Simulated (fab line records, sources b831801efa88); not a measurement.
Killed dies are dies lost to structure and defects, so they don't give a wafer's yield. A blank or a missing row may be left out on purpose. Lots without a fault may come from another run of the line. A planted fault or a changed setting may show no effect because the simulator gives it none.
Which tool did it? | flow sky130 | 6 lots, 18 wafers sampled, at 2 steps of a route of 708

WHAT THE GAUGES READ, wafer by wafer
SKY_RES_PROTECT_TW_MEAS_08.
lot  | measured     | on            | POLY_GATE_TW
L225 | day 16 11:34 | film_metro-01 | 4032 4029 4035
L227 | day 17 01:59 | film_metro-02 | 4042 4034 4045
L229 | day 18 05:14 | film_metro-02 | 30 30 30
L234 | day 19 23:25 | film_metro-02 | 4083 4060 4056
L240 | day 21 20:02 | film_metro-01 | 3981 3989 3994
L243 | day 22 23:30 | film_metro-04 | 4063 4066 4060

WHICH TOOL RAN EACH LOT (tool, then ch and the chambers of the sampled wafers, then the start)
lot  | SKY_RES_PROTECT_EXPOSE_04
L225 | iline_stepper-01 ch 0, day 15 22:01
L227 | iline_stepper-02 ch 0, day 16 11:28
L229 | iline_stepper-02 ch 0, day 17 14:16
L234 | iline_stepper-01 ch 0, day 19 07:53
L240 | iline_stepper-02 ch 0, day 21 05:26
L243 | iline_stepper-02 ch 0, day 22 08:27
- SKY_RES_PROTECT_EXPOSE_04: exposes mask RPM, target cd 1270 nm.

THE ANSWER, worked out from the rows above alone
Rule: what is usual is taken from the lots themselves. Put in order of their means at a reading, lots are off if they are a third of the lots or fewer, leave a main group of 4 or more, and stand apart from it by a gap of 3 or more times the standard deviation of the main group's means; of several such gaps the widest counts. A main group whose means are all the same, to the digits that the tables above print for the reading, isn't used. A lot without any number at a reading at which 4 lots or more have one is off too. The other lots that the step has rows for count as sound.
Off: L229, at SKY_RES_PROTECT_TW_MEAS_08 (POLY_GATE_TW). The main group: mean 4038, standard deviation 28.
A tool fits if, at a process step before that reading, it ran every lot that is off, and no sound lot after the first of them. The gauges at SKY_RES_PROTECT_TW_MEAS_08 are tried like those tools. None of those tried fits.

WHAT THE SIMULATOR HAD PUT IN
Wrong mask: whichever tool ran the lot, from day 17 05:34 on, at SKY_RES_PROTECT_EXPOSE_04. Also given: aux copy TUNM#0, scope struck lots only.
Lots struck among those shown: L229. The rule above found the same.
